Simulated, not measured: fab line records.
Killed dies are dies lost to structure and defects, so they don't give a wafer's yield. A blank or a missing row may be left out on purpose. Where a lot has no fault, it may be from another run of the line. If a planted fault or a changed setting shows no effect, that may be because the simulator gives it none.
fab line records :: flow gf180mcu
[record]
  lots = 14
  wafers = 42
  last-day = 34
route steps=602 shown HV_LDD@198
lots untouched by any fault: they come from a run of this same line in which no faults occurred
start-h: the number of hours between the record's first day and the start of the first shown wafer of the lot :: wait-h: how many hours have passed since the lot's step before this one :: " identical to the entry in the row above :: L1.1+2: one row covering several wafers at once :: - value missing, or start not given :: * or withheld: withheld :: < > ~ a bound
route shown NAME@n: names a module that has steps shown in the file, with the first one's number in the route :: usual: average and standard deviation across the fault-free wafers :: same: alike in all rows :: chamber/n: place in a boat :: sites: per-site readings :: _std_site: standard deviation across them :: _edge_site: outer sites' mean less inner sites' :: radius-mm: for every site, how far away it sits from the centre of the wafer :: mask NAME#n: copy n :: behind: tool/chamber where the wafer was last shaped :: hold: the reason the lot was held/the length of the hold in hours/how it ended :: device: the n, p or np transistor that did not switch :: end of line: the tests these same wafers got at the end of their route :: a step without rows: its recipe alone :: killed: at the first sort, the dies lost to defects and structure; wafer yield is something else :: map: a wafer's dies, marking killed ones x, the rest . and places with no die _
set.NAME: setting as actually run; set.NAME@STEP: the setting as run at that earlier step :: model.NAME: the simulator's own value behind a step, which no gauge read
the route's steps for a sample of lots (tables are steps, rows are wafers)
services: a tool's chamber out of use, with start hour (start-h, from the record's first day; less than 0 if before it), hours out, and reason
[[steps]]
[step GF_HV_LDD_STRIP_22]
[recipe]
  chemistry = O2/N2
  power-w = 1400
  pressure-mtorr = 1500
  platen-temp-c = 250
  o2-flow-sccm = 3000
  n2-flow-sccm = 300
  overash-fraction = 0.5
[usual]
  drypump-motor-current-A = 5.7/0.34
  heater-power-w = 322/30
  o2-flow-sccm = 3000/9.1
  oes-product-au = 0.716/0.0049
  platen-temp-c = 250.05/0.17
  strip-time-to-endpoint-s = 12.789/0.023
lot.wafer: L586.4
tool: plasma-asher-02
chamber: 0
start-h: 231.20
wait-h: 0.1
drypump-motor-current-A: 5.9
heater-power-w: 323
o2-flow-sccm: 3000
oes-product-au: 0.714
platen-temp-c: 250.02
rf-hours-counter-h: -
strip-time-to-endpoint-s: 12.825

lot.wafer: L586.5
tool: plasma-asher-02
chamber: 1
start-h: 231.20
wait-h: 0.1
drypump-motor-current-A: 6.0
heater-power-w: 371
o2-flow-sccm: 2998
oes-product-au: 0.727
platen-temp-c: 249.97
rf-hours-counter-h: -
strip-time-to-endpoint-s: 12.829

lot.wafer: L586.6
tool: plasma-asher-02
chamber: 0
start-h: 231.20
wait-h: 0.1
drypump-motor-current-A: 5.9
heater-power-w: 324
o2-flow-sccm: 2995
oes-product-au: 0.718
platen-temp-c: 249.90
rf-hours-counter-h: -
strip-time-to-endpoint-s: 12.796

lot.wafer: L588.2
tool: plasma-asher-02
chamber: 1
start-h: 250.72
wait-h: 0.1
drypump-motor-current-A: 6.1
heater-power-w: 369
o2-flow-sccm: 3009
oes-product-au: 0.722
platen-temp-c: 250.13
rf-hours-counter-h: 14
strip-time-to-endpoint-s: 12.787

lot.wafer: L588.4
tool: plasma-asher-02
chamber: 0
start-h: 250.72
wait-h: 0.1
drypump-motor-current-A: 5.9
heater-power-w: 324
o2-flow-sccm: 2999
oes-product-au: 0.714
platen-temp-c: 250.21
rf-hours-counter-h: -
strip-time-to-endpoint-s: 12.756

lot.wafer: L588.6
tool: plasma-asher-02
chamber: 0
start-h: 250.72
wait-h: 0.1
drypump-motor-current-A: 5.9
heater-power-w: 320
o2-flow-sccm: 2992
oes-product-au: 0.711
platen-temp-c: 250.26
rf-hours-counter-h: -
strip-time-to-endpoint-s: 12.796

lot.wafer: L589.1
tool: plasma-asher-04
chamber: 0
start-h: 255.97
wait-h: 0.1
drypump-motor-current-A: 5.7
heater-power-w: 307
o2-flow-sccm: 3001
oes-product-au: 0.712
platen-temp-c: 250.04
rf-hours-counter-h: 61
strip-time-to-endpoint-s: 12.785

lot.wafer: L589.2
tool: plasma-asher-04
chamber: 1
start-h: 255.97
wait-h: 0.1
drypump-motor-current-A: 5.2
heater-power-w: 279
o2-flow-sccm: 2988
oes-product-au: 0.725
platen-temp-c: 250.30
rf-hours-counter-h: 61
strip-time-to-endpoint-s: 12.828

lot.wafer: L589.5
tool: plasma-asher-04
chamber: 1
start-h: 255.97
wait-h: 0.1
drypump-motor-current-A: 5.3
heater-power-w: 278
o2-flow-sccm: 2996
oes-product-au: 0.714
platen-temp-c: 249.78
rf-hours-counter-h: -
strip-time-to-endpoint-s: 12.817

lot.wafer: L590.1
tool: plasma-asher-04
chamber: 1
start-h: 263.07
wait-h: 0.1
drypump-motor-current-A: 5.2
heater-power-w: 280
o2-flow-sccm: 3000
oes-product-au: 0.723
platen-temp-c: 250.23
rf-hours-counter-h: 62
strip-time-to-endpoint-s: 12.815

lot.wafer: L590.4
tool: plasma-asher-04
chamber: 1
start-h: 263.07
wait-h: 0.1
drypump-motor-current-A: 5.3
heater-power-w: 282
o2-flow-sccm: 2996
oes-product-au: 0.716
platen-temp-c: 250.00
rf-hours-counter-h: -
strip-time-to-endpoint-s: 12.826

lot.wafer: L590.5
tool: plasma-asher-04
chamber: 1
start-h: 263.07
wait-h: 0.1
drypump-motor-current-A: 5.3
heater-power-w: 281
o2-flow-sccm: 2989
oes-product-au: 0.713
platen-temp-c: 250.06
rf-hours-counter-h: -
strip-time-to-endpoint-s: 12.782

lot.wafer: L591.1
tool: plasma-asher-03
chamber: 1
start-h: 272.29
wait-h: 0.1
drypump-motor-current-A: 5.1
heater-power-w: 301
o2-flow-sccm: 2987
oes-product-au: 0.714
platen-temp-c: 250.51
rf-hours-counter-h: 46
strip-time-to-endpoint-s: 12.776

lot.wafer: L591.2
tool: plasma-asher-03
chamber: 0
start-h: 272.29
wait-h: 0.1
drypump-motor-current-A: 5.2
heater-power-w: 338
o2-flow-sccm: 3018
oes-product-au: 0.713
platen-temp-c: 249.95
rf-hours-counter-h: 46
strip-time-to-endpoint-s: 12.817

lot.wafer: L591.5
tool: plasma-asher-03
chamber: 0
start-h: 272.29
wait-h: 0.1
drypump-motor-current-A: 5.2
heater-power-w: 333
o2-flow-sccm: 2999
oes-product-au: 0.718
platen-temp-c: 249.98
rf-hours-counter-h: -
strip-time-to-endpoint-s: 12.771

lot.wafer: L593.2
tool: plasma-asher-04
chamber: 1
start-h: 289.14
wait-h: 0.1
drypump-motor-current-A: 5.3
heater-power-w: 272
o2-flow-sccm: 3001
oes-product-au: 0.715
platen-temp-c: 250.27
rf-hours-counter-h: 65
strip-time-to-endpoint-s: 12.762

lot.wafer: L593.5
tool: plasma-asher-04
chamber: 0
start-h: 289.14
wait-h: 0.1
drypump-motor-current-A: 5.7
heater-power-w: 309
o2-flow-sccm: 2996
oes-product-au: 0.721
platen-temp-c: 250.08
rf-hours-counter-h: -
strip-time-to-endpoint-s: 12.778

lot.wafer: L593.6
tool: plasma-asher-04
chamber: 1
start-h: 289.14
wait-h: 0.1
drypump-motor-current-A: 5.2
heater-power-w: 278
o2-flow-sccm: 3009
oes-product-au: 0.712
platen-temp-c: 250.39
rf-hours-counter-h: -
strip-time-to-endpoint-s: 12.829

lot.wafer: L595.1
tool: plasma-asher-02
chamber: 0
start-h: 305.39
wait-h: 0.1
drypump-motor-current-A: 5.9
heater-power-w: 319
o2-flow-sccm: 3001
oes-product-au: 0.715
platen-temp-c: 250.03
rf-hours-counter-h: 20
strip-time-to-endpoint-s: 12.764

lot.wafer: L595.3
tool: plasma-asher-02
chamber: 0
start-h: 305.39
wait-h: 0.1
drypump-motor-current-A: 5.9
heater-power-w: 329
o2-flow-sccm: 3006
oes-product-au: 0.716
platen-temp-c: 250.10
rf-hours-counter-h: -
strip-time-to-endpoint-s: 12.790

lot.wafer: L595.5
tool: plasma-asher-02
chamber: 0
start-h: 305.39
wait-h: 0.1
drypump-motor-current-A: 5.9
heater-power-w: 322
o2-flow-sccm: 3008
oes-product-au: 0.717
platen-temp-c: 250.11
rf-hours-counter-h: -
strip-time-to-endpoint-s: 12.794

lot.wafer: L596.1
tool: plasma-asher-04
chamber: 1
start-h: 316.51
wait-h: 0.1
drypump-motor-current-A: 5.3
heater-power-w: 277
o2-flow-sccm: 2997
oes-product-au: 0.710
platen-temp-c: 250.01
rf-hours-counter-h: 68
strip-time-to-endpoint-s: 12.747

lot.wafer: L596.4
tool: plasma-asher-04
chamber: 1
start-h: 316.51
wait-h: 0.1
drypump-motor-current-A: 5.3
heater-power-w: 279
o2-flow-sccm: 3014
oes-product-au: 0.713
platen-temp-c: 250.07
rf-hours-counter-h: -
strip-time-to-endpoint-s: 12.768

lot.wafer: L596.6
tool: plasma-asher-04
chamber: 0
start-h: 316.51
wait-h: 0.1
drypump-motor-current-A: 5.7
heater-power-w: 313
o2-flow-sccm: 2996
oes-product-au: 0.713
platen-temp-c: 249.79
rf-hours-counter-h: -
strip-time-to-endpoint-s: 12.784

lot.wafer: L603.1
tool: plasma-asher-04
chamber: 0
start-h: 362.72
wait-h: 0.1
drypump-motor-current-A: 5.7
heater-power-w: 301
o2-flow-sccm: 2376
oes-product-au: 0.708
platen-temp-c: 249.97
rf-hours-counter-h: 73
strip-time-to-endpoint-s: 12.903

lot.wafer: L603.4
tool: plasma-asher-04
chamber: 0
start-h: 362.72
wait-h: 0.1
drypump-motor-current-A: 5.7
heater-power-w: 308
o2-flow-sccm: 2378
oes-product-au: 0.713
platen-temp-c: 250.21
rf-hours-counter-h: -
strip-time-to-endpoint-s: 12.900

lot.wafer: L603.5
tool: plasma-asher-04
chamber: 1
start-h: 362.72
wait-h: 0.1
drypump-motor-current-A: 5.3
heater-power-w: 281
o2-flow-sccm: 2409
oes-product-au: 0.714
platen-temp-c: 249.99
rf-hours-counter-h: -
strip-time-to-endpoint-s: 12.907

lot.wafer: L604.1
tool: plasma-asher-04
chamber: 1
start-h: 369.57
wait-h: 0.1
drypump-motor-current-A: 5.3
heater-power-w: 283
o2-flow-sccm: 2400
oes-product-au: 0.710
platen-temp-c: 250.10
rf-hours-counter-h: 74
strip-time-to-endpoint-s: 12.870

lot.wafer: L604.3
tool: plasma-asher-04
chamber: 0
start-h: 369.57
wait-h: 0.1
drypump-motor-current-A: 5.7
heater-power-w: 309
o2-flow-sccm: 2403
oes-product-au: 0.704
platen-temp-c: 249.66
rf-hours-counter-h: -
strip-time-to-endpoint-s: 12.894

lot.wafer: L604.5
tool: plasma-asher-04
chamber: 1
start-h: 369.57
wait-h: 0.1
drypump-motor-current-A: 5.2
heater-power-w: 280
o2-flow-sccm: 2407
oes-product-au: 0.705
platen-temp-c: 250.08
rf-hours-counter-h: -
strip-time-to-endpoint-s: 12.905

lot.wafer: L605.3
tool: plasma-asher-02
chamber: 0
start-h: 378.93
wait-h: 0.1
drypump-motor-current-A: 5.9
heater-power-w: 329
o2-flow-sccm: 2996
oes-product-au: 0.717
platen-temp-c: 250.25
rf-hours-counter-h: -
strip-time-to-endpoint-s: 12.791

lot.wafer: L605.4
tool: plasma-asher-02
chamber: 1
start-h: 378.93
wait-h: 0.1
drypump-motor-current-A: 6.0
heater-power-w: 369
o2-flow-sccm: 3010
oes-product-au: 0.719
platen-temp-c: 250.16
rf-hours-counter-h: -
strip-time-to-endpoint-s: 12.775

lot.wafer: L605.5
tool: plasma-asher-02
chamber: 0
start-h: 378.93
wait-h: 0.1
drypump-motor-current-A: 5.9
heater-power-w: 328
o2-flow-sccm: 3002
oes-product-au: 0.716
platen-temp-c: 250.37
rf-hours-counter-h: -
strip-time-to-endpoint-s: 12.817

lot.wafer: L606.2
tool: plasma-asher-02
chamber: 0
start-h: 384.37
wait-h: 0.1
drypump-motor-current-A: 5.9
heater-power-w: 334
o2-flow-sccm: 2991
oes-product-au: 0.718
platen-temp-c: 249.92
rf-hours-counter-h: 27
strip-time-to-endpoint-s: 12.762

lot.wafer: L606.5
tool: plasma-asher-02
chamber: 1
start-h: 384.37
wait-h: 0.1
drypump-motor-current-A: 6.0
heater-power-w: 372
o2-flow-sccm: 2992
oes-product-au: 0.714
platen-temp-c: 249.98
rf-hours-counter-h: -
strip-time-to-endpoint-s: 12.758

lot.wafer: L606.6
tool: plasma-asher-02
chamber: 0
start-h: 384.37
wait-h: 0.1
drypump-motor-current-A: 5.9
heater-power-w: 325
o2-flow-sccm: 3003
oes-product-au: 0.712
platen-temp-c: 249.91
rf-hours-counter-h: -
strip-time-to-endpoint-s: 12.809

lot.wafer: L607.2
tool: plasma-asher-02
chamber: 1
start-h: 395.39
wait-h: 0.1
drypump-motor-current-A: 6.1
heater-power-w: 364
o2-flow-sccm: 3005
oes-product-au: 0.719
platen-temp-c: 250.03
rf-hours-counter-h: 28
strip-time-to-endpoint-s: 12.794

lot.wafer: L607.4
tool: plasma-asher-02
chamber: 0
start-h: 395.39
wait-h: 0.1
drypump-motor-current-A: 6.0
heater-power-w: 327
o2-flow-sccm: 2996
oes-product-au: 0.714
platen-temp-c: 249.85
rf-hours-counter-h: -
strip-time-to-endpoint-s: 12.785

lot.wafer: L607.5
tool: plasma-asher-02
chamber: 1
start-h: 395.39
wait-h: 0.1
drypump-motor-current-A: 6.0
heater-power-w: 355
o2-flow-sccm: 3008
oes-product-au: 0.714
platen-temp-c: 250.13
rf-hours-counter-h: -
strip-time-to-endpoint-s: 12.791

lot.wafer: L609.1
tool: plasma-asher-03
chamber: 1
start-h: 410.89
wait-h: 0.1
drypump-motor-current-A: 5.1
heater-power-w: 300
o2-flow-sccm: 3002
oes-product-au: 0.725
platen-temp-c: 249.75
rf-hours-counter-h: 61
strip-time-to-endpoint-s: 12.807

lot.wafer: L609.2
tool: plasma-asher-03
chamber: 0
start-h: 410.89
wait-h: 0.1
drypump-motor-current-A: 5.2
heater-power-w: 339
o2-flow-sccm: 3009
oes-product-au: 0.716
platen-temp-c: 250.14
rf-hours-counter-h: 61
strip-time-to-endpoint-s: 12.810

lot.wafer: L609.5
tool: plasma-asher-03
chamber: 0
start-h: 410.89
wait-h: 0.1
drypump-motor-current-A: 5.3
heater-power-w: 331
o2-flow-sccm: 2996
oes-product-au: 0.715
platen-temp-c: 250.08
rf-hours-counter-h: -
strip-time-to-endpoint-s: 12.801
[[services]]
tool: plasma-asher-02
chamber: -
start-h: 314.92
hours: 15.1
kind: repair

tool: plasma-asher-04
chamber: -
start-h: 380.97
hours: 0.8
kind: repair
[[key]]
[first-sign]
  step = GF_HV_LDD_STRIP_22
  reading = o2-flow-sccm
  direction = down
  sigmas = 67
  usual = 3000
  struck = 2395
[effect]
  step = GF_HV_LDD_STRIP_22
  reading = strip-time-to-endpoint-s
  direction = up
  sigmas = 4.6
  usual = *
  struck = *
met-at GF_HV_LDD_STRIP_22
struck-lots L603,L604
tester-left-out L603,L604
onset-between 316.51 362.72
[fault]
  kind = process-parameter-drift
  tool = plasma-asher-04
  chamber = -
  onset-h = 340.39
  steps = GF_HV_LDD_STRIP_22
  channel = o2-flow-sccm
  offset = -600
  shape = step
  end-h = 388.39
  acts-in = these-recipes-only
  stated = 3000
// tester-left-out: of these lots the tester's yield and bins aren't shown, on N5 and GAA mostly nor the transistor test; their killed dies are dies lost to structure and defects alone, not to doping, threshold or leakage, so they don't give the yield
